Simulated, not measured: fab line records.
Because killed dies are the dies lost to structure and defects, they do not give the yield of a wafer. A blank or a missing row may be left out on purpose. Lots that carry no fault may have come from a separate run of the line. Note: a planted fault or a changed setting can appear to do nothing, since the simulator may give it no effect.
fab line records | flow sky130
record: lots: 12 | wafers: 36 | last_day: 50
route steps=708 shown DNWELL@44 SONOS_ONO@168 SD_N@356 CONTACT@430
lots with no fault: from the same line, run without faults
start_h: hours from the record's first day to the start of the lot's first wafer shown | wait_h: hours elapsed since this lot's preceding step | " as in the row above | L1.1+2: several wafers, shown together as one row | - value missing, or start not given | * or withheld: withheld | < > ~ a bound
route shown NAME@n: NAME is a module with steps in the file, n the number in the route of the first one | usual: the fault-free wafers' mean and standard deviation | same: alike in all rows | chamber/n: place in a boat | sites: readings site by site | _std_site: standard deviation across them | _edge_site: the outer-site mean with the inner-site mean subtracted | radius_mm: how far each site lies from the wafer's centre | mask NAME#n: copy n | behind: the tool/chamber that last shaped the wafer | hold: cause of the lot's hold/its duration in hours/its outcome | device: the transistor (n, p or np) that didn't switch | end of line: the same wafers' tests at the end of the route | a step without rows: its recipe alone | killed: dies lost to structure and defects at the first sort, not the wafer's yield | map: the dies of a wafer, with x for killed, . for not killed, _ for no die there
set.NAME: the run value of the setting; set.NAME@STEP: its run value at that earlier step | model.NAME: the simulator's own value behind a step, which no gauge read
one table for each step of the route and one row for each wafer, over a sample of lots
services: from which hour (start_h, from the record's first day; less than 0 if before it) a tool's chamber was out of use, for how many hours, and why
== steps ==
step: SKY_DNWELL_TW_MEAS_09
usual: DNWELL_TW: 1112/14
lot.wafer | tool          | chamber | start_h | wait_h | DNWELL_TW
L937.1    | film_metro-03 | -       | 53.08   | 0.1    | 1107
L937.5    | "             | -       | "       | "      | 1099
L937.6    | "             | -       | "       | "      | 1108
L939.1    | film_metro-04 | -       | 61.95   | 0.1    | 1128
L939.5    | "             | -       | "       | "      | 1129
L939.6    | "             | -       | "       | "      | 1129
L940.1    | film_metro-04 | -       | 66.66   | 0.1    | 1131
L940.2    | "             | -       | "       | "      | 1129
L940.5    | "             | -       | "       | "      | 1129
L941.1    | film_metro-03 | -       | 72.79   | 0.1    | 1096
L941.5    | "             | -       | "       | "      | 1100
L941.6    | "             | -       | "       | "      | 1104
L942.2    | film_metro-01 | -       | 77.71   | 0.1    | 1097
L942.3    | "             | -       | "       | "      | 1099
L942.6    | "             | -       | "       | "      | 1096
L943.1    | film_metro-01 | -       | 81.84   | 0.1    | 1096
L943.5    | "             | -       | "       | "      | 1087
L943.6    | "             | -       | "       | "      | 1090
L945.1    | film_metro-03 | -       | 98.63   | 0.1    | 1111
L945.5    | "             | -       | "       | "      | 1104
L945.6    | "             | -       | "       | "      | 1105
L950.3    | film_metro-01 | -       | 138.37  | 0.1    | 1089
L950.5    | "             | -       | "       | "      | 1092
L950.6    | "             | -       | "       | "      | 1094
L953.1    | film_metro-01 | -       | 143.40  | 0.1    | 1102
L953.2    | "             | -       | "       | "      | 1107
L953.4    | "             | -       | "       | "      | 1104
L954.1    | film_metro-04 | -       | 148.75  | 0.1    | 1130
L954.3    | "             | -       | "       | "      | 1129
L954.6    | "             | -       | "       | "      | 1135
L957.4    | film_metro-01 | -       | 159.67  | 0.1    | 1100
L957.5    | "             | -       | "       | "      | 1097
L957.6    | "             | -       | "       | "      | 1093
L958.2    | film_metro-01 | -       | 165.30  | 0.1    | 1094
L958.4    | "             | -       | "       | "      | 1097
L958.6    | "             | -       | "       | "      | 1089
step: SKY_SONOS_ONO_OXIDATION_00
recipe: temp_c: 800 | ambient: O2 | idle_temp_c: 700 | ramp_up_c_per_min: 10 | ramp_down_c_per_min: 3 | stabilise_s: 600 | purge_s: 300 | target_thk_a: 26 | ox_time_s: 1249
usual: spike_tc_bottom_C: 814.7/1.1 | spike_tc_centre_C: 800.5/1.4 | spike_tc_lower_C: 800.5/1.4 | spike_tc_upper_C: 801.1/1.6 | tube_center_temp_C: 800/0.076 | tube_center_temp_C_max: 802.1/0.34
lot.wafer | tool       | chamber | start_h | wait_h | spike_tc_bottom_C | spike_tc_centre_C | spike_tc_lower_C | spike_tc_upper_C | tube_center_temp_C | tube_center_temp_C_max
L937.1    | furnace-01 | 0       | 250.63  | 1.0    | 817.0             | 798.4             | 802.1            | 803.7            | 799.98             | 802.3
L937.5    | "          | 0       | "       | "      | 814.9             | 798.4             | 799.1            | 803.7            | 799.7              | 802.0
L937.6    | "          | 0       | "       | "      | 813.6             | 798.2             | 802.6            | 801.6            | 800.01             | 801.9
L939.1    | furnace-02 | 0       | 263.35  | 2.7    | 816.0             | 802.6             | 799.3            | 799.2            | 800.03             | 803.3
L939.5    | "          | 0       | "       | "      | 814.3             | 802.0             | 798.8            | 798.9            | 800.04             | 801.8
L939.6    | "          | 0       | "       | "      | 816.3             | 800.2             | 798.4            | 800.9            | 800.07             | 801.9
L940.1    | furnace-02 | 0       | 268.79  | 0.7    | 813.6             | 801.9             | 799.2            | 799.8            | 799.87             | 803.2
L940.2    | "          | 0       | "       | "      | 812.0             | 802.5             | 800.3            | 798.7            | 800.14             | 802.2
L940.5    | "          | 0       | "       | "      | 814.4             | 801.5             | 800.8            | 801.5            | 799.96             | 801.4
L941.1    | furnace-02 | 0       | 277.28  | 0.5    | 813.4             | 802.0             | 798.3            | 799.2            | 800.06             | 801.9
L941.5    | "          | 0       | "       | "      | 814.5             | 801.5             | 799.6            | 798.8            | 799.9              | 802.3
L941.6    | "          | 0       | "       | "      | 815.9             | 802.8             | 800.9            | 799.4            | 799.88             | 801.6
L942.2    | furnace-02 | 0       | 286.98  | 0.9    | 814.6             | 801.1             | 798.9            | 799.5            | 799.98             | 801.8
L942.3    | "          | 0       | "       | "      | 814.4             | 801.2             | 800.8            | 799.2            | 799.92             | 802.0
L942.6    | "          | 0       | "       | "      | 815.2             | 800.4             | 799.2            | 799.3            | 800.17             | 802.7
L943.1    | furnace-01 | 0       | 293.88  | 1.5    | 812.6             | 798.3             | 804.2            | 803.5            | 800.03             | 802.1
L943.5    | "          | 0       | "       | "      | 814.1             | 799.0             | 803.0            | 803.1            | 800.1              | 802.1
L943.6    | "          | 0       | "       | "      | 814.6             | 798.1             | 800.6            | 802.2            | 799.9              | 801.6
L945.1    | furnace-01 | 0       | 315.51  | 1.1    | 815.6             | 799.6             | 801.3            | 800.9            | 800                | 801.6
L945.5    | "          | 0       | "       | "      | 814.4             | 799.8             | 800.8            | 801.9            | 800.07             | 802.6
L945.6    | "          | 0       | "       | "      | 815.6             | 800.7             | 800.6            | 802.0            | 799.92             | 802.6
L950.3    | furnace-02 | 0       | 378.67  | 0.0    | 823.4             | 811.6             | 808.7            | 807.9            | 808.7              | 810.4
L950.5    | "          | 0       | "       | "      | 824.8             | 811.1             | 809.1            | 808.0            | 808.64             | 810.7
L950.6    | "          | 0       | "       | "      | 821.6             | 810.3             | 808.5            | 808.1            | 808.66             | 810.8
L953.1    | furnace-02 | 0       | 387.67  | 2.4    | 821.9             | 810.5             | 805.3            | 809.3            | 808.58             | 811.3
L953.2    | "          | 0       | "       | "      | 823.5             | 811.0             | 807.9            | 808.3            | 808.74             | 810.3
L953.4    | "          | 0       | "       | "      | 825.2             | 809.4             | 809.6            | 808.2            | 808.66             | 810.7
L954.1    | furnace-01 | 0       | 393.92  | 0.8    | 814.3             | 799.2             | 800.9            | 801.7            | 799.95             | 801.9
L954.3    | "          | 0       | "       | "      | 813.3             | 799.4             | 800.7            | 802.4            | 800.04             | 802.2
L954.6    | "          | 0       | "       | "      | 816.0             | 800.5             | 803.6            | 803.1            | 800.09             | 802.0
L957.4    | furnace-01 | 0       | 412.03  | 0.8    | 815.2             | 797.7             | 801.2            | 801.6            | 799.98             | 802.4
L957.5    | "          | 0       | "       | "      | 814.8             | 798.6             | 801.0            | 802.8            | 800.05             | 801.8
L957.6    | "          | 0       | "       | "      | 815.7             | 802.0             | 800.5            | 800.9            | 800.03             | 801.7
L958.2    | furnace-01 | 0       | 417.68  | 0.0    | 814.8             | 800.7             | 802.5            | 802.4            | 800.07             | 802.4
L958.4    | "          | 0       | "       | "      | 815.8             | 798.1             | 800.7            | 803.1            | 800.09             | 802.3
L958.6    | "          | 0       | "       | "      | 812.2             | 799.8             | 802.2            | 802.2            | 800.05             | 802.0
step: SKY_SONOS_ONO_THK_MEAS_01
recipe: reads: SiO2_of_SONOS_ONO_OXIDATION_00
usual: SONOS_ONO_OXIDATION_THK: 2.60/0.055
lot.wafer | tool          | chamber | start_h | wait_h | SONOS_ONO_OXIDATION_THK[nm]
L937.1    | film_metro-03 | -       | 251.98  | 0.0    | 2.62
L937.5    | "             | -       | "       | "      | 2.65
L937.6    | "             | -       | "       | "      | 2.52
L939.1    | film_metro-03 | -       | 264.69  | 0.0    | 2.65
L939.5    | "             | -       | "       | "      | 2.59
L939.6    | "             | -       | "       | "      | 2.61
L940.1    | film_metro-02 | -       | 270.13  | 0.0    | 2.62
L940.2    | "             | -       | "       | "      | 2.48
L940.5    | "             | -       | "       | "      | 2.55
L941.1    | film_metro-01 | -       | 278.62  | 0.0    | 2.64
L941.5    | "             | -       | "       | "      | 2.61
L941.6    | "             | -       | "       | "      | 2.56
L942.2    | film_metro-02 | -       | 288.34  | 0.0    | 2.71
L942.3    | "             | -       | "       | "      | 2.66
L942.6    | "             | -       | "       | "      | 2.63
L943.1    | film_metro-02 | -       | 295.23  | 0.0    | 2.56
L943.5    | "             | -       | "       | "      | 2.61
L943.6    | "             | -       | "       | "      | 2.58
L945.1    | film_metro-01 | -       | 316.86  | 0.0    | 2.61
L945.5    | "             | -       | "       | "      | 2.55
L945.6    | "             | -       | "       | "      | 2.49
L950.3    | film_metro-03 | -       | 380.03  | 0.0    | 3.04
L950.5    | "             | -       | "       | "      | 3.04
L950.6    | "             | -       | "       | "      | 3.05
L953.1    | film_metro-01 | -       | 389.02  | 0.0    | 3.05
L953.2    | "             | -       | "       | "      | 3.02
L953.4    | "             | -       | "       | "      | 3.02
L954.1    | film_metro-03 | -       | 395.26  | 0.0    | 2.55
L954.3    | "             | -       | "       | "      | 2.51
L954.6    | "             | -       | "       | "      | 2.49
L957.4    | film_metro-01 | -       | 413.41  | 0.0    | 2.55
L957.5    | "             | -       | "       | "      | 2.56
L957.6    | "             | -       | "       | "      | 2.67
L958.2    | film_metro-01 | -       | 419.04  | 0.0    | 2.57
L958.4    | "             | -       | "       | "      | 2.54
L958.6    | "             | -       | "       | "      | 2.55
step: SKY_SD_N_RTA_14
recipe: temp_c: 1075 | time_s: 2 | idle_temp_c: 650 | ramp_up_c_per_s: 150 | ramp_down_c_per_s: 90 | ambient: N2
usual: lamp_power_pct: 15.74/0.053 | wafer_temp_C_max: 1078.1/1.4
lot.wafer | tool          | chamber | start_h | wait_h | lamp_power_pct | wafer_temp_C_max
L937.1    | rtp_anneal-02 | 0       | 649.70  | 0.0    | 15.70          | 1077.1
L937.5    | "             | 0       | "       | "      | 15.72          | 1075.7
L937.6    | "             | 0       | "       | "      | 15.73          | 1080.0
L939.1    | rtp_anneal-02 | 0       | 660.65  | 0.0    | 15.69          | 1076.8
L939.5    | "             | 0       | "       | "      | 15.80          | 1081.5
L939.6    | "             | 0       | "       | "      | 15.68          | 1079.4
L940.1    | rtp_anneal-01 | 0       | 665.80  | 0.0    | 15.80          | 1078.8
L940.2    | "             | 0       | "       | "      | 15.70          | 1076.7
L940.5    | "             | 0       | "       | "      | 15.71          | 1075.9
L941.1    | rtp_anneal-02 | 0       | 675.58  | 0.0    | 15.76          | 1077.9
L941.5    | "             | 0       | "       | "      | 15.84          | 1078.0
L941.6    | "             | 0       | "       | "      | 15.81          | 1078.1
L942.2    | rtp_anneal-01 | 0       | 682.01  | 0.0    | 15.70          | 1077.9
L942.3    | "             | 0       | "       | "      | 15.73          | 1077.8
L942.6    | "             | 0       | "       | "      | 15.73          | 1079.3
L943.1    | rtp_anneal-02 | 0       | 691.86  | 0.0    | 15.75          | 1079.7
L943.5    | "             | 0       | "       | "      | 15.74          | 1078.3
L943.6    | "             | 0       | "       | "      | 15.75          | 1076.1
L945.1    | rtp_anneal-02 | 0       | 713.01  | 0.0    | 15.68          | 1076.9
L945.5    | "             | 0       | "       | "      | 15.80          | 1080.0
L945.6    | "             | 0       | "       | "      | 15.77          | 1076.5
L950.3    | rtp_anneal-02 | 0       | 780.22  | 0.0    | 15.77          | 1078.9
L950.5    | "             | 0       | "       | "      | 15.67          | 1078.4
L950.6    | "             | 0       | "       | "      | 15.74          | 1079.6
L953.1    | rtp_anneal-02 | 0       | 791.66  | 0.0    | 15.71          | 1076.7
L953.2    | "             | 0       | "       | "      | 15.65          | 1077.6
L953.4    | "             | 0       | "       | "      | 15.69          | 1077.3
L954.1    | rtp_anneal-01 | 0       | 795.66  | 0.0    | 15.64          | 1078.0
L954.3    | "             | 0       | "       | "      | 15.67          | 1077.3
L954.6    | "             | 0       | "       | "      | 15.78          | 1078.2
L957.4    | rtp_anneal-01 | 0       | 806.64  | 0.0    | 15.73          | 1080.5
L957.5    | "             | 0       | "       | "      | 15.75          | 1076.5
L957.6    | "             | 0       | "       | "      | 15.76          | 1076.8
L958.2    | rtp_anneal-01 | 0       | 810.27  | 0.0    | 15.72          | 1077.8
L958.4    | "             | 0       | "       | "      | 15.76          | 1078.1
L958.6    | "             | 0       | "       | "      | 15.74          | 1077.8
step: SKY_CONTACT_CVD_24
recipe: material: W | target_thk_nm: 340 | time_s: 102.12 | temp_c: 400 | pressure_torr: 40
usual: heater_power_w: 867/33
lot.wafer | tool     | chamber | start_h | wait_h | heater_power_w
L937.1    | cvd_w-02 | 0       | 738.92  | 0.0    | 905
L937.5    | "        | 1       | "       | "      | 867
L937.6    | "        | 0       | "       | "      | 906
L939.1    | cvd_w-01 | 0       | 748.39  | 0.0    | 857
L939.5    | "        | 0       | "       | "      | 846
L939.6    | "        | 1       | "       | "      | 830
L940.1    | cvd_w-01 | 1       | 754.81  | 0.0    | 847
L940.2    | "        | 0       | "       | "      | 839
L940.5    | "        | 1       | "       | "      | 836
L941.1    | cvd_w-01 | 0       | 763.33  | 0.0    | 835
L941.5    | "        | 1       | "       | "      | 835
L941.6    | "        | 0       | "       | "      | 847
L942.2    | cvd_w-02 | 1       | 769.19  | 0.0    | 882
L942.3    | "        | 1       | "       | "      | 860
L942.6    | "        | 1       | "       | "      | 885
L943.1    | cvd_w-02 | 1       | 777.66  | 0.0    | 891
L943.5    | "        | 0       | "       | "      | 907
L943.6    | "        | 1       | "       | "      | 876
L945.1    | cvd_w-02 | 1       | 800.77  | 0.0    | 874
L945.5    | "        | 1       | "       | "      | 877
L945.6    | "        | 0       | "       | "      | 903
L950.3    | cvd_w-01 | 1       | 864.47  | 0.1    | 850
L950.5    | "        | 0       | "       | "      | 837
L950.6    | "        | 1       | "       | "      | 845
L953.1    | cvd_w-01 | 0       | 874.78  | 0.0    | 864
L953.2    | "        | 1       | "       | "      | 841
L953.4    | "        | 1       | "       | "      | 837
L954.1    | cvd_w-02 | 0       | 878.58  | 0.0    | 902
L954.3    | "        | 0       | "       | "      | 932
L954.6    | "        | 0       | "       | "      | 906
L957.4    | cvd_w-02 | 0       | 888.90  | 0.1    | 919
L957.5    | "        | 1       | "       | "      | 862
L957.6    | "        | 0       | "       | "      | 918
L958.2    | cvd_w-01 | 0       | 892.82  | 0.0    | 864
L958.4    | "        | 0       | "       | "      | 857
L958.6    | "        | 0       | "       | "      | 849
== services ==
tool          | chamber | start_h | hours | kind
furnace-01    | -       | 262.96  | 3.0   | pm
cvd_w-01      | 1       | 289.73  | 11.9  | repair
furnace-02    | -       | 325.28  | 4.1   | pm
cvd_w-01      | 1       | 332.42  | 17.5  | repair
cvd_w-01      | 0       | 367.05  | 4.8   | repair
cvd_w-02      | 1       | 385.42  | 4.5   | repair
cvd_w-01      | -       | 390.00  | 14.0  | pm
cvd_w-01      | 1       | 424.53  | 2.7   | repair
cvd_w-01      | -       | 424.95  | 2.8   | pm
furnace-01    | -       | 432.25  | 3.8   | pm
cvd_w-01      | -       | 471.78  | 1.6   | repair
cvd_w-02      | 0       | 477.59  | 4.3   | repair
rtp_anneal-02 | -       | 479.81  | 3.0   | pm
furnace-02    | -       | 492.81  | 3.5   | pm
cvd_w-02      | 0       | 497.01  | 12.3  | repair
furnace-01    | -       | 500.60  | 6.6   | pm
cvd_w-02      | -       | 526.13  | 6.9   | pm
cvd_w-02      | 0       | 539.37  | 4.3   | repair
cvd_w-01      | -       | 584.66  | 1.6   | repair
cvd_w-02      | -       | 586.27  | 2.8   | pm
furnace-01    | -       | 598.89  | 4.2   | pm
cvd_w-01      | 0       | 602.34  | 21.2  | repair
furnace-01    | -       | 632.72  | 3.5   | pm
rtp_anneal-02 | -       | 797.40  | 67.0  | pm
== key ==
first_sign: step: SKY_SONOS_ONO_OXIDATION_00 | reading: tube_center_temp_C | direction: up | sigmas: 99+ | usual: * | struck: *
effect: step: SKY_SONOS_ONO_OXIDATION_00 | reading: tube_center_temp_C_max | direction: up | sigmas: 25 | usual: * | struck: *
effect: step: SKY_SONOS_ONO_THK_MEAS_01 | reading: SONOS_ONO_OXIDATION_THK | direction: up | sigmas: 8 | usual: 2.60 | struck: 3.04
met_at SKY_SONOS_ONO_OXIDATION_00
struck_lots L950,L953
tester_left_out L950,L953
not_acting_at SKY_DNWELL_TW_MEAS_09,SKY_SD_N_RTA_14,SKY_CONTACT_CVD_24
onset_between 286.98 378.67
fault: kind: process_parameter_drift | tool: furnace-02 | chamber: - | onset_h: 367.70 | steps: SKY_SONOS_ONO_OXIDATION_00 | channel: temp_c | offset: * | shape: step | end_h: 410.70 | acts_in: * | stated: *
tester_left_out: of these lots the tester's yield and bins aren't shown, on N5 and GAA mostly nor the transistor test; their killed dies are dies lost to structure and defects alone, not to doping, threshold or leakage, so they don't give the yield
